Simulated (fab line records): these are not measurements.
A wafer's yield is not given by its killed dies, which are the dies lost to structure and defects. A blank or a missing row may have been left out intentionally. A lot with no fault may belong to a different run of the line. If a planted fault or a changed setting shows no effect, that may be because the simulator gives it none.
Tool commonality check :: flow gf180mcu :: Sample size 13 lots and 39 wafers

== REASON FOR OPENING ==
2 of 13 lots carry a flag on the reading HV_LDD_2_TW at GF_HV_LDD_TW_MEAS_23. No-fault wafers: 1056, standard deviation 7.4.
Rule: a lot is flagged in two cases, either no wafer of it has a number, or all its wafers with numbers fall more than 4 standard deviations from that mean. The other lots count as sound.

lot: L110
measured: day 10 23:16
on: film_metro-01
HV_LDD_2_TW, wafer by wafer: 1046 1045 1043
flag: 

lot: L111
measured: day 11 05:48
on: film_metro-03
HV_LDD_2_TW, wafer by wafer: 1062 1060 1057
flag: 

lot: L112
measured: day 11 16:03
on: film_metro-04
HV_LDD_2_TW, wafer by wafer: 30 30 30
flag: FLAGGED

lot: L113
measured: day 11 23:17
on: film_metro-01
HV_LDD_2_TW, wafer by wafer: 1048 1049 1042
flag: 

lot: L114
measured: day 12 05:09
on: film_metro-04
HV_LDD_2_TW, wafer by wafer: 30 30 30
flag: FLAGGED

lot: L122
measured: day 15 03:04
on: film_metro-04
HV_LDD_2_TW, wafer by wafer: 1061 1064 1063
flag: 

lot: L124
measured: day 15 11:36
on: film_metro-01
HV_LDD_2_TW, wafer by wafer: 1051 1053 1056
flag: 

lot: L125
measured: day 15 20:30
on: film_metro-03
HV_LDD_2_TW, wafer by wafer: 1067 1057 1062
flag: 

lot: L126
measured: day 16 07:06
on: film_metro-01
HV_LDD_2_TW, wafer by wafer: 1051 1052 1047
flag: 

lot: L127
measured: day 16 14:23
on: film_metro-01
HV_LDD_2_TW, wafer by wafer: 1055 1049 1043
flag: 

lot: L130
measured: day 17 10:12
on: film_metro-03
HV_LDD_2_TW, wafer by wafer: 1055 1058 1059
flag: 

lot: L131
measured: day 17 20:04
on: film_metro-04
HV_LDD_2_TW, wafer by wafer: 1065 1066 1063
flag: 

lot: L132
measured: day 18 02:39
on: film_metro-01
HV_LDD_2_TW, wafer by wafer: 1045 1039 1048
flag: 
On average the flagged lots read 30, which is -1026 against the usual, or -99 or more standard deviations.

== EACH LOT AND THE TOOL IT RAN ON ==
2 process steps preceding the reading are held in the record, out of 602 steps in the route. Cell contents, in order: the tool; ch with the chambers the sampled wafers went through; the start.
lot: L110
flag: 
GF_VT_IMPLANT_RTA_45: rtp_anneal-02 ch 0, day 7 17:47
GF_HV_LDD_DEVELOP_18: litho_track-04 ch 0, day 10 22:44

lot: L111
flag: 
GF_VT_IMPLANT_RTA_45: rtp_anneal-01 ch 0, day 8 00:46
GF_HV_LDD_DEVELOP_18: litho_track-01 ch 0, day 11 05:15

lot: L112
flag: FLAGGED
GF_VT_IMPLANT_RTA_45: rtp_anneal-02 ch 0, day 8 07:38
GF_HV_LDD_DEVELOP_18: litho_track-01 ch 0, day 11 15:30

lot: L113
flag: 
GF_VT_IMPLANT_RTA_45: rtp_anneal-02 ch 0, day 8 15:29
GF_HV_LDD_DEVELOP_18: litho_track-02 ch 0, day 11 22:45

lot: L114
flag: FLAGGED
GF_VT_IMPLANT_RTA_45: rtp_anneal-02 ch 0, day 8 22:30
GF_HV_LDD_DEVELOP_18: litho_track-01 ch 0, day 12 04:36

lot: L122
flag: 
GF_VT_IMPLANT_RTA_45: rtp_anneal-02 ch 0, day 11 05:21
GF_HV_LDD_DEVELOP_18: litho_track-04 ch 0, day 15 02:30

lot: L124
flag: 
GF_VT_IMPLANT_RTA_45: rtp_anneal-02 ch 0, day 11 18:42
GF_HV_LDD_DEVELOP_18: litho_track-01 ch 0, day 15 11:03

lot: L125
flag: 
GF_VT_IMPLANT_RTA_45: rtp_anneal-02 ch 0, day 12 01:43
GF_HV_LDD_DEVELOP_18: litho_track-01 ch 0, day 15 19:57

lot: L126
flag: 
GF_VT_IMPLANT_RTA_45: rtp_anneal-02 ch 0, day 12 08:21
GF_HV_LDD_DEVELOP_18: litho_track-01 ch 0, day 16 06:33

lot: L127
flag: 
GF_VT_IMPLANT_RTA_45: rtp_anneal-02 ch 0, day 12 16:49
GF_HV_LDD_DEVELOP_18: litho_track-02 ch 0, day 16 13:53

lot: L130
flag: 
GF_VT_IMPLANT_RTA_45: rtp_anneal-02 ch 0, day 13 09:15
GF_HV_LDD_DEVELOP_18: litho_track-01 ch 0, day 17 09:39

lot: L131
flag: 
GF_VT_IMPLANT_RTA_45: rtp_anneal-01 ch 0, day 13 18:37
GF_HV_LDD_DEVELOP_18: litho_track-04 ch 0, day 17 19:32

lot: L132
flag: 
GF_VT_IMPLANT_RTA_45: rtp_anneal-02 ch 0, day 14 00:49
GF_HV_LDD_DEVELOP_18: litho_track-01 ch 0, day 18 02:06
What is done by these steps:
- GF_VT_IMPLANT_RTA_45: time 30 s.
- GF_HV_LDD_DEVELOP_18: develop time 60 s.
- GF_HV_LDD_TW_MEAS_23

== FLAGGED OVER TOTAL, TOOL BY TOOL (the gauges that took the reading come last) ==
step: GF_VT_IMPLANT_RTA_45
tool: rtp_anneal-01
lots run: 2
flagged: 0
share of the flagged lots: none
sound lots run after its first flagged lot: -

step: GF_VT_IMPLANT_RTA_45
tool: rtp_anneal-02
lots run: 11
flagged: 2
share of the flagged lots: all
sound lots run after its first flagged lot: 8 (L113,L122,L124,L125,L126,L127,L130,L132)

step: GF_HV_LDD_DEVELOP_18
tool: litho_track-01
lots run: 8
flagged: 2
share of the flagged lots: all
sound lots run after its first flagged lot: 5 (L124,L125,L126,L130,L132)

step: GF_HV_LDD_DEVELOP_18
tool: litho_track-02
lots run: 2
flagged: 0
share of the flagged lots: none
sound lots run after its first flagged lot: -

step: GF_HV_LDD_DEVELOP_18
tool: litho_track-04
lots run: 3
flagged: 0
share of the flagged lots: none
sound lots run after its first flagged lot: -

step: GF_HV_LDD_TW_MEAS_23
tool: film_metro-01
lots run: 6
flagged: 0
share of the flagged lots: none
sound lots run after its first flagged lot: -

step: GF_HV_LDD_TW_MEAS_23
tool: film_metro-03
lots run: 3
flagged: 0
share of the flagged lots: none
sound lots run after its first flagged lot: -

step: GF_HV_LDD_TW_MEAS_23
tool: film_metro-04
lots run: 4
flagged: 2
share of the flagged lots: all
sound lots run after its first flagged lot: 2 (L122,L131)

== WHAT THE TABLE ALLOWS ==
rtp_anneal-02 at GF_VT_IMPLANT_RTA_45, litho_track-01 at GF_HV_LDD_DEVELOP_18 and film_metro-04 at GF_HV_LDD_TW_MEAS_23: these 3 rows of the table ran every flagged lot.
- rtp_anneal-02 at GF_VT_IMPLANT_RTA_45 ran 11 lots, 2 of them flagged. Lots that were sound ran on it after the first flagged one (L113, L122, L124, L125, L126, L127, L130, L132); a persistent fault on the entire tool would not allow that.
- litho_track-01 at GF_HV_LDD_DEVELOP_18 ran 8 lots, 2 of them flagged. Lots that were sound ran on it after the first flagged one (L124, L125, L126, L130, L132); a persistent fault on the entire tool would not allow that.
- film_metro-04 at GF_HV_LDD_TW_MEAS_23 ran 4 lots, 2 of them flagged. Lots that were sound ran on it after the first flagged one (L122, L131); a persistent fault on the entire tool would not allow that.
There is no row in the table that ran each flagged lot and no sound lot after the first.

== WHAT WAS PUT IN BY THE SIMULATOR ==
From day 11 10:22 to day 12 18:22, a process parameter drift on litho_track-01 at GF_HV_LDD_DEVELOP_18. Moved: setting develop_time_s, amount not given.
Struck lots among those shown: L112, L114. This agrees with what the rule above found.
